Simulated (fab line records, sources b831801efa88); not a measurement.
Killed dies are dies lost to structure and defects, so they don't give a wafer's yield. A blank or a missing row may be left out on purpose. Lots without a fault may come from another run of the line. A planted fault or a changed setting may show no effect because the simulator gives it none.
fab line records | flow sky130
record lots=6 wafers=18 last_day=50
route steps=708 shown PWDE@84 VT_ADJUST_HVTP@85 VT_ADJUST_LVTN@97
lots that met no fault: from a run of the same line without faults
start_h: hours from the record's first day to the start of the lot's first wafer shown | wait_h: hours since the lot's step before | " the same as in the row above | L1.1+2: a row that stands for several wafers | - no value, or no start given | * or withheld: withheld | < > ~ a bound
route shown NAME@n: a module of which the file shows steps, and the number in the route of the first | usual: mean/standard deviation of fault-free wafers | same: alike in all rows | chamber/n: place in a boat | sites: the reading at each site | _std_site: their standard deviation | _edge_site: outer sites' mean less inner sites' | radius_mm: how far each site lies from the wafer's centre | mask NAME#n: copy n | behind: the tool/chamber that last shaped the wafer | hold: why the lot was held/for how many hours/how that ended | device: the transistor (n, p or np) that didn't switch | end of line: the same wafers' tests at the end of the route | a step without rows: its recipe alone | killed: dies lost to structure and defects at the first sort, not the wafer's yield | map: a wafer's dies, x killed, . not, _ none there
set.NAME: the setting as run; set.NAME@STEP: as run at that earlier step | model.NAME: the simulator's own value behind a step, which no gauge read
lots at some steps of the route; a table a step, a row a wafer
services: from which hour (start_h, from the record's first day; less than 0 if before it) a tool's chamber was out of use, for how many hours, and why
## steps
# step SKY_NWELL_RS_MEAS_31
# recipe thk_meas_gauge=four-point-probe
# usual PWDE_RS=5278/17
# columns lot.wafer tool chamber start_h wait_h PWDE_RS[ohm/sq]
L713.2 film_metro-04 - 141.79 0.1 5278
L713.3 " - " " 5285
L713.6 " - " " 5290
L715.2 film_metro-03 - 154.00 0.1 5320
L715.4 " - " " 5305
L715.6 " - " " 5305
L723.1 film_metro-02 - 201.57 0.1 5271
L723.5 " - " " 5274
L723.6 " - " " 5266
L724.1 film_metro-04 - 221.18 0.1 5298
L724.3 " - " " 5298
L724.6 " - " " 5281
L727.1 film_metro-04 - 228.08 0.1 5286
L727.4 " - " " 5273
L727.6 " - " " 5276
L729.2 film_metro-02 - 238.24 0.1 5282
L729.4 " - " " 5292
L729.5 " - " " 5296
# step SKY_VT_ADJUST_HVTP_DEHYDRATE_00
# recipe temp_c=200 time_s=60
# step SKY_VT_ADJUST_HVTP_HMDS_01
# recipe prime_time_s=60 prime_temp_c=120
# step SKY_VT_ADJUST_HVTP_COAT_02
# recipe resist=NOVOLAK spin_rpm=3000 resist_thk_nm=1140
# step SKY_VT_ADJUST_HVTP_SOFTBAKE_03
# recipe temp_c=90 time_s=60 resist=NOVOLAK
# step SKY_VT_ADJUST_HVTP_EXPOSE_04
# recipe mask_id=HVTPM na=0.6 source_shape=conventional sigma_outer=0.6 polarization=unpolarized target_cd_nm=380 dose_mj=140
# step SKY_VT_ADJUST_HVTP_PEB_05
# recipe temp_c=withheld time_s=* resist=NOVOLAK
# step SKY_VT_ADJUST_HVTP_DEVELOP_06
# recipe resist=NOVOLAK developer=TMAH develop_time_s=60 dev_temp_c=23
# step SKY_VT_ADJUST_HVTP_CD_MEAS_07
# recipe target_cd_nm=380
# usual cd_nm=379.7/2.7
# columns lot.wafer tool chamber start_h wait_h cd_nm
L713.2 cd_sem-01 - 161.58 0.1 381.0
L713.3 " - " " 380.8
L713.6 " - " " 380.0
L715.2 cd_sem-02 - 174.26 0.1 382.1
L715.4 " - " " 381.4
L715.6 " - " " 381.2
L723.1 cd_sem-02 - 223.86 0.1 376.6
L723.5 " - " " 376.9
L723.6 " - " " 377.7
L724.1 cd_sem-02 - 243.68 0.1 377.7
L724.3 " - " " 378.0
L724.6 " - " " 377.7
L727.1 cd_sem-01 - 251.14 0.1 377.2
L727.4 " - " " 377.7
L727.6 " - " " 375.6
L729.2 cd_sem-02 - 261.70 0.1 378.1
L729.4 " - " " 380.1
L729.5 " - " " 377.3
# step SKY_VT_ADJUST_HVTP_OVL_MEAS_08
# usual VT_ADJUST_HVTP_OVL=-0.7/1.1
# columns lot.wafer tool chamber start_h wait_h VT_ADJUST_HVTP_OVL[nm]
L713.2 overlay-01 - 161.69 0.1 -1.7
L713.3 " - " " -0.3
L713.6 " - " " -1.6
L715.2 overlay-02 - 174.36 0.1 -1.3
L715.4 " - " " -1.1
L715.6 " - " " -0.1
L723.1 overlay-01 - 223.98 0.1 0.7
L723.5 " - " " -1.3
L723.6 " - " " 0.9
L724.1 overlay-01 - 243.80 0.1 -0.8
L724.3 " - " " 0.6
L724.6 " - " " -0.2
L727.1 overlay-02 - 251.26 0.1 -1.5
L727.4 " - " " -0.3
L727.6 " - " " -0.1
L729.2 overlay-02 - 261.81 0.1 0.9
L729.4 " - " " 0.1
L729.5 " - " " 0.3
# step SKY_VT_ADJUST_HVTP_IMPLANT_09
# recipe species=As energy_kev=150 dose_cm2=4.3e+12 tilt_deg=withheld
# step SKY_VT_ADJUST_HVTP_STRIP_10
# recipe chemistry=O2/N2 power_w=1400 pressure_mtorr=1500 platen_temp_c=withheld o2_flow_sccm=3000 n2_flow_sccm=300 overash_fraction=0.5
# usual chamber_pressure_mTorr=1500.0/1.3 drypump_motor_current_A=5.6/0.48 oes_product_au=0.715/0.0044 overash_fraction=0.5/0 strip_time_to_endpoint_s=14.19/0.036
# columns lot.wafer tool chamber start_h wait_h chamber_pressure_mTorr drypump_motor_current_A oes_product_au overash_fraction rf_hours_counter_h strip_time_to_endpoint_s model.NOVOLAK_of_VT_ADJUST_HVTP_COAT_02.thk_nm
L713.2 plasma_asher-03 0 161.87 0.1 1500.0 6.5 0.719 0.5 44 14.23 0
L713.3 " 1 " " 1496.0 5.0 0.722 0.5 - 14.16 0
L713.6 " 1 " " 1501.0 5.0 0.703 0.5 - 14.21 0
L715.2 plasma_asher-02 0 174.54 0.1 1501.1 5.7 0.713 0.5 36 14.20 0
L715.4 " 0 " " 1499.0 5.7 0.712 0.5 - 14.19 0
L715.6 " 0 " " 1498.9 5.7 0.714 0.5 - 14.19 0
L723.1 plasma_asher-02 0 224.17 0.1 - - - - - - 1143
L723.5 " 0 " " - - - - - - 1142
L723.6 " 1 " " - - - - - - 1141
L724.1 plasma_asher-02 0 243.99 0.1 - - - - - - 1141
L724.3 " 0 " " - - - - - - 1143
L724.6 " 0 " " - - - - - - 1145
L727.1 plasma_asher-03 0 251.44 0.1 1498.4 6.5 0.712 0.5 52 14.19 0
L727.4 " 1 " " 1498.9 5.0 0.725 0.5 - 14.17 0
L727.6 " 0 " " 1500.3 6.5 0.715 0.5 - 14.19 0
L729.2 plasma_asher-04 0 261.99 0.1 1500.6 5.1 0.713 0.5 61 14.19 0
L729.4 " 1 " " 1500.5 5.7 0.710 0.5 - 14.18 0
L729.5 " 0 " " 1499.7 5.1 0.722 0.5 - 14.19 0
# step SKY_VT_ADJUST_HVTP_TW_MEAS_11
# usual VT_ADJUST_HVTP_TW=1350/25
# columns lot.wafer tool chamber start_h wait_h VT_ADJUST_HVTP_TW
L713.2 film_metro-01 - 161.98 0.1 1386
L713.3 " - " " 1385
L713.6 " - " " 1393
L715.2 film_metro-04 - 174.65 0.1 1332
L715.4 " - " " 1331
L715.6 " - " " 1341
L723.1 film_metro-04 - 224.27 0.1 1332
L723.5 " - " " 1323
L723.6 " - " " 1325
L724.1 film_metro-02 - 244.09 0.1 1356
L724.3 " - " " 1346
L724.6 " - " " 1349
L727.1 film_metro-02 - 251.54 0.1 1351
L727.4 " - " " 1353
L727.6 " - " " 1342
L729.2 film_metro-04 - 262.10 0.1 1326
L729.4 " - " " 1325
L729.5 " - " " 1325
# step SKY_VT_ADJUST_LVTN_DEHYDRATE_00
# recipe temp_c=200 time_s=60
# step SKY_VT_ADJUST_LVTN_HMDS_01
# recipe prime_time_s=60 prime_temp_c=120
# step SKY_VT_ADJUST_LVTN_COAT_02
# recipe spin_rpm=2000 resist_thk_nm=3000
# step SKY_VT_ADJUST_LVTN_SOFTBAKE_03
# recipe temp_c=110 time_s=withheld
# step SKY_VT_ADJUST_LVTN_EXPOSE_04
# recipe mask_id=NWM_COMPLEMENT_LESS_NATIVE na=0.6 source_shape=conventional sigma_outer=0.6 polarization=unpolarized target_cd_nm=840 dose_mj=194
# step SKY_VT_ADJUST_LVTN_PEB_05
# recipe temp_c=115 time_s=withheld
# step SKY_VT_ADJUST_LVTN_DEVELOP_06
# recipe wall_angle_deg=90 developer=TMAH develop_time_s=60 dev_temp_c=23
# step SKY_VT_ADJUST_LVTN_OVL_MEAS_07
# usual VT_ADJUST_LVTN_OVL=1.2/1.3
# columns lot.wafer tool chamber start_h wait_h VT_ADJUST_LVTN_OVL[nm]
L713.2 overlay-01 - 182.14 - 0.0
L713.3 " - " " -0.3
L713.6 " - " " -0.7
L715.2 overlay-01 - 194.89 - 0.1
L715.4 " - " " 2.0
L715.6 " - " " 2.2
L723.1 overlay-01 - 247.35 - 2.1
L723.5 " - " " 2.6
L723.6 " - " " 1.0
L724.1 overlay-01 - 267.31 - -1.2
L724.3 " - " " 1.2
L724.6 " - " " 3.1
L727.1 overlay-01 - 275.76 - 0.6
L727.4 " - " " 1.1
L727.6 " - " " 1.7
L729.2 overlay-02 - 286.50 - 1.3
L729.4 " - " " 1.4
L729.5 " - " " 1.3
# step SKY_VT_ADJUST_LVTN_IMPLANT_08
# recipe species=B energy_kev=30 dose_cm2=1.57e+12 tilt_deg=withheld
# step SKY_VT_ADJUST_LVTN_STRIP_09
# recipe chemistry=O2/N2 power_w=1400 pressure_mtorr=1500 platen_temp_c=withheld o2_flow_sccm=3000 n2_flow_sccm=300 overash_fraction=0.5
# usual chamber_pressure_mTorr=1499.8/1.3 drypump_motor_current_A=5.6/0.44 oes_product_au=0.722/0.0043 strip_time_to_endpoint_s=36.95/0.13
# same overash_fraction=0.5
# columns lot.wafer tool chamber start_h wait_h chamber_pressure_mTorr drypump_motor_current_A oes_product_au rf_hours_counter_h strip_time_to_endpoint_s
L713.2 plasma_asher-01 0 182.32 0.1 1501.1 5.8 0.726 6 36.92
L713.3 " 1 " " 1499.6 5.5 0.726 - 36.99
L713.6 " 1 " " 1497.3 5.5 0.725 - 36.87
L715.2 plasma_asher-03 0 195.07 0.1 1499.7 6.5 0.721 47 36.83
L715.4 " 1 " " 1499.1 5.0 0.723 - 36.78
L715.6 " 0 " " 1499.9 6.5 0.718 - 36.91
L723.1 plasma_asher-04 0 247.53 0.1 1500.1 5.1 0.726 59 53.81
L723.5 " 0 " " 1499.5 5.1 0.731 - 53.82
L723.6 " 1 " " 1498.4 5.7 0.725 - 53.80
L724.1 plasma_asher-01 0 267.50 0.1 1500.8 5.8 0.721 15 53.95
L724.3 " 1 " " 1498.8 5.5 0.729 - 54.07
L724.6 " 1 " " 1499.7 5.5 0.730 - 54.10
L727.1 plasma_asher-04 0 275.95 0.1 1499.6 5.1 0.723 62 37.12
L727.4 " 1 " " 1498.7 5.7 0.715 - 37.19
L727.6 " 1 " " 1501.3 5.7 0.721 - 37.14
L729.2 plasma_asher-01 0 286.68 0.1 1500.6 5.8 0.717 17 37.01
L729.4 " 1 " " 1499.0 5.5 0.717 - 36.99
L729.5 " 1 " " 1499.1 5.5 0.724 - 37.09
# step SKY_VT_ADJUST_LVTN_TW_MEAS_10
# usual VT_ADJUST_LVTN_TW=242/4.3
# columns lot.wafer tool chamber start_h wait_h VT_ADJUST_LVTN_TW
L713.2 film_metro-04 - 182.43 0.1 238
L713.3 " - " " 237
L713.6 " - " " 237
L715.2 film_metro-03 - 195.18 0.1 242
L715.4 " - " " 243
L715.6 " - " " 243
L723.1 film_metro-04 - 247.63 0.1 29
L723.5 " - " " 29
L723.6 " - " " 29
L724.1 film_metro-04 - 267.60 0.1 29
L724.3 " - " " 30
L724.6 " - " " 30
L727.1 film_metro-03 - 276.05 0.1 243
L727.4 " - " " 242
L727.6 " - " " 242
L729.2 film_metro-01 - 286.79 0.1 246
L729.4 " - " " 247
L729.5 " - " " 246
# step SKY_VT_ADJUST_LVTN_DEHYDRATE_11
# recipe temp_c=200 time_s=60
## services
# columns tool chamber start_h hours kind
plasma_asher-03 - 141.47 4.1 repair
plasma_asher-04 - 179.45 3.2 repair
plasma_asher-04 - 188.82 1.0 repair
plasma_asher-03 - 248.73 0.6 repair
plasma_asher-04 - 255.45 0.8 repair
plasma_asher-04 - 277.09 31.9 repair
## key
first_sign step=SKY_VT_ADJUST_HVTP_STRIP_10 reading=tool_record direction=missing
effect step=SKY_VT_ADJUST_LVTN_STRIP_09 reading=strip_time_to_endpoint_s direction=up sigmas=99+ usual=* struck=*
effect step=SKY_VT_ADJUST_LVTN_TW_MEAS_10 reading=VT_ADJUST_LVTN_TW direction=down sigmas=50 usual=242 struck=30
model_effect step=SKY_VT_ADJUST_HVTP_STRIP_10 value=NOVOLAK_of_VT_ADJUST_HVTP_COAT_02.thk_nm without=0 struck=1142
met_at SKY_VT_ADJUST_HVTP_STRIP_10
struck_wafers L723.1,L723.5,L723.6,L724.1,L724.3,L724.6
sort_left_out L723.1,L723.5,L723.6,L724.1,L724.3,L724.6
tester_left_out L723,L724
onset_between 174.54 224.17
fault kind=skipped_step_whole tool=plasma_asher-02 chamber=- onset_h=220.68 steps=SKY_VT_ADJUST_HVTP_STRIP_10 scope=struck_lots_only
# tester_left_out: of these lots the tester's yield and bins aren't shown, on N5 and GAA mostly nor the transistor test; their killed dies are dies lost to structure and defects alone, not to doping, threshold or leakage, so they don't give the yield
# sort_left_out: the simulated sort isn't trusted on such a fault, so these wafers' sort isn't shown, and their yield isn't known
